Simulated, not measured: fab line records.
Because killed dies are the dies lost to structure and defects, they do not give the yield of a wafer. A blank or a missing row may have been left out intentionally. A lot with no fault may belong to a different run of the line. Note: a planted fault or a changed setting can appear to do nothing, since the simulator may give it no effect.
Matching of chambers -- flow gf180mcu -- GF_M5_ETCH_09 on rie_diel-01: 4 sister chambers
The step etches Si3N4 in CF4/O2, target depth 52 nm, time 11.6 s. 4 wafers are shown with their chamber, then 9 later ones without.

## WAFERS, EACH WITH ITS CHAMBER
wafer,chamber,drypump_motor_current_A (A)
L080.4,2,5.2
L089.2,3,5.8
L089.5,0,5.0
L089.6,1,6.7

## WAFERS WITHOUT THEIR CHAMBER
wafer,drypump_motor_current_A (A)
L094.1,5.0
L094.2,5.2
L094.4,5.8
L096.1,5.0
L096.4,5.8
L096.6,6.6
L097.3,5.1
L097.5,5.0
L097.6,5.8

## CHAMBER TAKEN BY EACH
wafer,from the rows above,in truth
L094.1,0,0
L094.2,2,2
L094.4,3,3
L096.1,0,0
L096.4,3,3
L096.6,1,1
L097.3,can't be placed: 0 or 2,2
L097.5,0,0
L097.6,3,3
8 of 9 placed correctly. From these rows, 1 cannot be placed; in 1 the true chamber is one of the candidates. Placed wrongly: 0.
How it was worked out, from the rows above alone: a wafer's distance from a chamber is the root of the sum, over the readings, of the square of ((its reading less the chamber's mean) divided by the reading's scatter). If the next closest chamber is less than 2 further off than the closest, the wafer can't be placed; otherwise it belongs to the closest. Each chamber's mean is taken over the wafers shown for it. The scatter: with one shown wafer a chamber, the root of the mean of the squares of how far each hidden wafer lies from its nearest shown one.
